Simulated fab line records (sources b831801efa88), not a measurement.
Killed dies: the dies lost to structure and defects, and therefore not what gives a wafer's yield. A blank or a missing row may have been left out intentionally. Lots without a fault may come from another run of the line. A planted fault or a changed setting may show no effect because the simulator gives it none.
Check of tool commonality | flow gf180mcu | 13 lots, 39 wafers sampled

WHY IT WAS OPENED
At GF_VT_IMPLANT_TW_MEAS_10 the reading VT_IMPLANT_TW is flagged on 2 of 13 lots. No-fault wafers: 565.0, standard deviation 2.8.
Rule: a lot is flagged when every wafer of it that has a number lies more than 4 standard deviations from that mean, or none has a number. The rest of the lots are taken to be sound.

lot  | measured    | on           | VT_IMPLANT_TW, wafer by wafer | flag
L519 | day 5 13:12 | filmMetro-01 | 561.1 559.2 562.8             | 
L520 | day 5 22:14 | filmMetro-01 | 564.7 563.0 565.8             | 
L522 | day 6 09:16 | filmMetro-01 | 564.2 564.6 561.0             | 
L523 | day 6 13:49 | filmMetro-04 | 567.5 565.4 568.2             | 
L524 | day 6 21:28 | filmMetro-03 | 564.6 564.5 563.1             | 
L526 | day 7 09:35 | filmMetro-04 | 562.4 562.5 561.4             | 
L527 | day 7 12:25 | filmMetro-03 | 563.2 565.2 563.8             | 
L528 | day 8 02:17 | filmMetro-03 | 563.7 565.6 560.8             | 
L529 | day 8 02:37 | filmMetro-04 | 562.6 569.9 566.3             | 
L532 | day 8 22:38 | filmMetro-04 | 562.4 568.4 565.2             | 
L533 | day 9 09:17 | filmMetro-04 | 565.4 563.5 567.5             | 
L534 | day 9 12:20 | filmMetro-03 | 508.5 511.9 509.4             | FLAGGED
L535 | day 9 14:20 | filmMetro-03 | 509.7 508.9 509.7             | FLAGGED
On average the flagged lots' numbers are 509.7, which is -55.3 against the usual, or -20 standard deviations.

LOT BY LOT: THE TOOL USED
The record holds 1 process step before the reading, out of a route of 602 steps. Cell contents, in order: the tool; ch with the chambers the sampled wafers went through; the start.
lot  | flag    | GF_VT_IMPLANT_IMPLANT_08
L519 |         | implanter-04 ch 0, day 5 12:57
L520 |         | implanter-04 ch 0, day 5 21:59
L522 |         | implanter-04 ch 0, day 6 09:04
L523 |         | implanter-03 ch 0, day 6 13:35
L524 |         | implanter-04 ch 0, day 6 21:14
L526 |         | implanter-03 ch 0, day 7 09:20
L527 |         | implanter-04 ch 0, day 7 12:11
L528 |         | implanter-03 ch 0, day 8 02:02
L529 |         | implanter-01 ch 0, day 8 02:24
L532 |         | implanter-04 ch 0, day 8 22:24
L533 |         | implanter-04 ch 0, day 9 09:02
L534 | FLAGGED | implanter-04 ch 0, day 9 12:05
L535 | FLAGGED | implanter-04 ch 0, day 9 14:05
What the steps here do:
- GF_VT_IMPLANT_IMPLANT_08
- GF_VT_IMPLANT_TW_MEAS_10

FLAGGED AGAINST TOTAL, ONE TOOL AT A TIME (gauges that did the reading follow at the end)
step                     | tool         | lots run | flagged | share of the flagged lots | sound lots run after its first flagged lot
GF_VT_IMPLANT_IMPLANT_08 | implanter-01 | 1        | 0       | none                      | -
GF_VT_IMPLANT_IMPLANT_08 | implanter-03 | 3        | 0       | none                      | -
GF_VT_IMPLANT_IMPLANT_08 | implanter-04 | 9        | 2       | all                       | 0
GF_VT_IMPLANT_TW_MEAS_10 | filmMetro-01 | 3        | 0       | none                      | -
GF_VT_IMPLANT_TW_MEAS_10 | filmMetro-03 | 5        | 2       | all                       | 0
GF_VT_IMPLANT_TW_MEAS_10 | filmMetro-04 | 5        | 0       | none                      | -

WHAT THE TABLE ALLOWS
Rows of the table that ran all the flagged lots, 2 in number: implanter-04 at GF_VT_IMPLANT_IMPLANT_08; filmMetro-03 at GF_VT_IMPLANT_TW_MEAS_10.
- implanter-04 at GF_VT_IMPLANT_IMPLANT_08: 2 of its 9 lots flagged. Last sound lot L533 at day 9 09:02, first flagged lot L534 at day 9 12:05; a fault beginning in between fits. Its own readings (doseIonsCm2, faradayCurrentUA) fall more than 4 standard deviations out on all wafers of the flagged lots.
- filmMetro-03 at GF_VT_IMPLANT_TW_MEAS_10: 2 of its 5 lots flagged. Last sound lot L528 at day 8 02:17, first flagged lot L534 at day 9 12:20; a fault beginning in between fits.
These 2 tools cannot be told apart by counting lots, since each of them fits a fault that started at some hour. More lots, or a look at what each step does to the wafer, might.

WHAT WAS PUT IN BY THE SIMULATOR
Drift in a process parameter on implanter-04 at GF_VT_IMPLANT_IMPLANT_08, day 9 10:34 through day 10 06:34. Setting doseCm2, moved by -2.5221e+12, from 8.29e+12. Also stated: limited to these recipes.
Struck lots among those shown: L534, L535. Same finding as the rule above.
